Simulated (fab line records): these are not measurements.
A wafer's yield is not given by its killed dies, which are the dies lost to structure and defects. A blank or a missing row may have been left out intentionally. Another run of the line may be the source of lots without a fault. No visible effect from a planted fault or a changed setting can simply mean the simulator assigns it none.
Which tool did it? ; flow sky130 ; 10 lots, 30 wafers sampled, at 4 steps of a route of 708

WHAT EACH GAUGE READ, for each wafer
SKY_CONTACT_THK_MEAS_03.
lot;measured;on;CONTACT_HDPCVD_THK (nm)
L485;day 29 23:00;film_metro-04;571 575 574
L486;day 30 20:34;film_metro-04;565 556 561
L487;day 30 21:49;film_metro-01;558 570 564
L488;day 31 21:35;film_metro-03;577 574 575
L493;day 33 10:02;film_metro-04;571 573 570
L495;day 34 08:52;film_metro-03;559 567 568
L498;day 34 17:50;film_metro-04;565 567 566
L500;day 35 10:38;film_metro-04;574 566 570
L504;day 36 17:56;film_metro-04;573 577 576
L508;day 37 16:08;film_metro-03;570 579 575

SKY_METAL1_THK_MEAS_06: measures by xrf.
lot;measured;on;METAL1_ALCU_THK (nm)
L485;day 31 06:13;film_metro-04;255.7 256.7 257.3
L486;day 32 02:13;film_metro-02;253.8 254.4 249.4
L487;day 32 03:34;film_metro-03;253.6 252.2 253.8
L488;day 33 02:39;film_metro-02;254.0 254.5 253.9
L493;day 34 14:40;film_metro-03;257.0 256.2 257.4
L495;day 35 13:50;film_metro-04;253.7 252.0 255.2
L498;day 35 22:59;film_metro-02;253.8 254.3 254.0
L500;day 36 15:14;film_metro-04;256.5 226.2 254.3
L504;day 37 22:49;film_metro-03;255.0 256.4 255.3
L508;day 38 20:19;film_metro-04;256.2 252.7 256.0

WHAT TOOL EACH LOT RAN ON (gives the tool, then ch and the chambers of the sampled wafers, and finally the start)
lot;SKY_LI_CONTACT_SPUTTER_20;SKY_METAL1_SPUTTER_04
L485;pvd_sputter-01, day 28 16:23;pvd_sputter-04, day 31 06:02
L486;pvd_sputter-04, day 29 15:30;pvd_sputter-04, day 32 02:02
L487;pvd_sputter-02, day 29 16:11;pvd_sputter-04, day 32 03:24
L488;pvd_sputter-04, day 30 15:40;pvd_sputter-04, day 33 02:28
L493;pvd_sputter-02, day 32 05:05;pvd_sputter-04, day 34 14:28
L495;pvd_sputter-01, day 33 03:38;pvd_sputter-04, day 35 13:38
L498;pvd_sputter-02, day 33 12:17;pvd_sputter-04, day 35 22:49
L500;pvd_sputter-04, day 34 05:34;pvd_sputter-04, day 36 15:03
L504;pvd_sputter-01, day 35 14:02;pvd_sputter-03, day 37 22:38
L508;pvd_sputter-04, day 36 12:47;pvd_sputter-02, day 38 20:08
- SKY_LI_CONTACT_SPUTTER_20: material TiN, target thk 20 nm, time 80 s.
- SKY_METAL1_SPUTTER_04: material TiN, target thk 70 nm, time 58.3 s.

WHAT THE TOOLS THEMSELVES READ (means of the sampled wafers that have a number; where no wafer has one, the mark that the record gives instead)
SKY_LI_CONTACT_SPUTTER_20.
lot;tool;throttle_valve_pct (%)
L485;pvd_sputter-01;30.2
L486;pvd_sputter-04;28.6
L487;pvd_sputter-02;30.6
L488;pvd_sputter-04;29.5
L493;pvd_sputter-02;29.9
L495;pvd_sputter-01;30.5
L498;pvd_sputter-02;30.3
L500;pvd_sputter-04;29.5
L504;pvd_sputter-01;30.4
L508;pvd_sputter-04;30.5

SKY_METAL1_SPUTTER_04.
lot;tool;throttle_valve_pct (%)
L485;pvd_sputter-04;30.3
L486;pvd_sputter-04;30.5
L487;pvd_sputter-04;29.5
L488;pvd_sputter-04;30.4
L493;pvd_sputter-04;30.3
L495;pvd_sputter-04;30.3
L498;pvd_sputter-04;30.4
L500;pvd_sputter-04;29.3
L504;pvd_sputter-03;29.7
L508;pvd_sputter-02;31.0

THE ANSWER, worked out from the rows above alone
Rule: the lots themselves supply what counts as usual. Put in order of their means at a reading, lots are off if they are a third of the lots or fewer, leave a main group of 4 or more, and stand apart from it by a gap of 3 or more times the standard deviation of the main group's means; of several such gaps the widest counts. If all means in a main group match to the digits the tables above print for the reading, that group is not used. A lot without any number at a reading at which 4 lots or more have one is off too. The other lots that the step has rows for count as sound. After the gauges, taken in route order, come the tools' own readings; for these a lot's mean is taken, as printed above. The first step at which some lot is off is used, and at that step the reading that is off furthest; a lot without a number counts as furthest.
Off: L500, at SKY_METAL1_THK_MEAS_06 (METAL1_ALCU_THK). Mean 254.6 nm and standard deviation 1.4 in the main group.
If a tool, at a process step before that reading, ran all the lots that are off and no sound lot after the first of them, it fits. Gauges at SKY_METAL1_THK_MEAS_06: tried the same way as those tools. One candidate fits, namely pvd_sputter-04 at SKY_METAL1_SPUTTER_04. Its last sound lot is L498 (day 35 22:49), its first lot that is off L500 (day 36 15:03): a fault that began between those two fits.

WHAT THE SIMULATOR PUT IN
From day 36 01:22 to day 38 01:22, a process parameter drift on pvd_sputter-04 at SKY_METAL1_SPUTTER_04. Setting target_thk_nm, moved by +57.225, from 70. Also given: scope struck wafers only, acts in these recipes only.
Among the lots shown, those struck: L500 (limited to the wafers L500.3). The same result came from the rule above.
